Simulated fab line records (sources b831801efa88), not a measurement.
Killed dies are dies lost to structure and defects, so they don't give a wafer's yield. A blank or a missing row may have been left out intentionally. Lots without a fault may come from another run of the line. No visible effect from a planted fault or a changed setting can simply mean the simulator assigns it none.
A struck lot beside a sound one | flow sky130 | 20 steps out of a route of 708
Sound: these wafers, L496.1, L496.3, L496.5. Wafers L513.1, L513.2, L513.4 were the ones struck. At the end, the cause is stated.
Each step with rows lists, per side, the tool, then ch with its chambers, then its first start. Under that, the readings that differ: sound wafers | struck wafers | difference of the means | sigmas: that difference in standard deviations of wafers without a fault.
alike: same words and numbers on both sides, and readings whose means sit less than 2 such deviations apart. not compared: any withheld reading, any reading some wafer has no value for, any bound like >300 that may hide the same value, and any number with overlapping values for which the record gives no deviation.
The two part at a step that has a row with sigmas, a row that says differs or no value, or rows on one side only. Non-overlapping numbers with no deviation appear without sigmas and do not part them. Lack of a reading on every wafer of one side parts them only where that side has two or more wafers.

SKY_LDD_HVP_OVL_MEAS_07:
  struck on overlay-01, day 28 18:43; sound on overlay-02, day 22 21:20
  reading          | sound          | struck      | difference | sigmas
  LDD_HVP_OVL (nm) | -2.2 -0.7 -0.1 | 2.7 1.9 2.4 | +3.3       | +3
following that, these wafers have no rows for 1 step: SKY_LDD_HVP_IMPLANT_08.
SKY_LDD_HVP_STRIP_09: strips in O2/N2.
  sound on plasma-asher-02 ch 0,1, day 22 21:32; struck on plasma-asher-04 ch 0,1, day 28 18:55
  alike: drypump-motor-current-A, oes-product-au, strip-time-to-endpoint-s
  not compared: rf-hours-counter-h
SKY_LDD_HVP_TW_MEAS_10:
  struck on film-metro-04, day 28 19:01; sound on film-metro-04, day 22 21:38
  alike: LDD_HVP_TW
then, 7 steps without rows for these wafers: SKY_LDD_LDN_DEHYDRATE_00 (time 60 s); SKY_LDD_LDN_HMDS_01 (prime time 60 s); SKY_LDD_LDN_COAT_02 (resist thk 1140 nm); SKY_LDD_LDN_SOFTBAKE_03 (time 60 s); SKY_LDD_LDN_EXPOSE_04 (exposes mask LDNTM, target cd 700 nm); SKY_LDD_LDN_PEB_05; SKY_LDD_LDN_DEVELOP_06 (develop time 60 s).
SKY_LDD_LDN_OVL_MEAS_07:
  struck on overlay-01, day 29 22:25; sound on overlay-02, day 24 02:40
  alike: LDD_LDN_OVL
SKY_LDD_LDN_IMPLANT_08:
  sound on implanter-03 ch 0, day 24 02:43; struck on implanter-02 ch 0, day 29 22:28
  reading            | sound                           | struck                        | difference | sigmas
  dose-ions-cm2      | 1.2493e+13 1.251e+13 1.2506e+13 | 4.491e+12 4.493e+12 4.495e+12 | -8.010e+12 | -99 or more
  faraday-current-uA | 72.1 68.7 71.9                  | 25.1 25.4 24.9                | -45.8      | -33
  alike: end-station-pressure-torr
then, 3 steps without rows for these wafers: SKY_LDD_LDN_IMPLANT_09; SKY_LDD_LDN_IMPLANT_10; SKY_LDD_LDN_IMPLANT_11.
SKY_LDD_LDN_STRIP_12: strips in O2/N2.
  sound on plasma-asher-02 ch 0, day 24 03:19; struck on plasma-asher-02 ch 0,1, day 29 23:04
  alike: drypump-motor-current-A, oes-product-au, strip-time-to-endpoint-s
  not compared: rf-hours-counter-h
SKY_LDD_LDN_TW_MEAS_13:
  struck on film-metro-01, day 29 23:10; sound on film-metro-01, day 24 03:25
  reading    | sound          | struck         | difference | sigmas
  LDD_LDN_TW | 1477 1477 1490 | 1414 1411 1407 | -71        | -9
then, 1 step without rows for these wafers: SKY_LDD_LDN_CLEAN_14 (cleans in SC1/SC2, time 150 s).
-- record jumps: 21 days separate the struck wafers' starts on either side; left off in module LDD_LDN, taken up again in module PAD_OPEN, whose first shown step is the route's number 708 --
SKY_PAD_OPEN_PROBE_99:
  struck on prober-02, day 50 13:21; sound on prober-01, day 46 18:08
  reading                         | sound          | struck         | difference | sigmas
  killed-at-front-end             | 21 17 19       | 12 11 8        | -9         | -2
  model.etest.tip-sonos.rs-ohm-sq | 2705 2664 2622 | 2944 2887 2887 | +242       |
  alike: killed_at_M0_to_M3, killed_at_M4_up, killed-at-contacts, killed-at-other, killed-dies, killed-open, killed-short

WHERE THEY PART
First at SKY_LDD_HVP_OVL_MEAS_07; last, within this record, at SKY_PAD_OPEN_PROBE_99.

WHY: the cause the simulator had injected
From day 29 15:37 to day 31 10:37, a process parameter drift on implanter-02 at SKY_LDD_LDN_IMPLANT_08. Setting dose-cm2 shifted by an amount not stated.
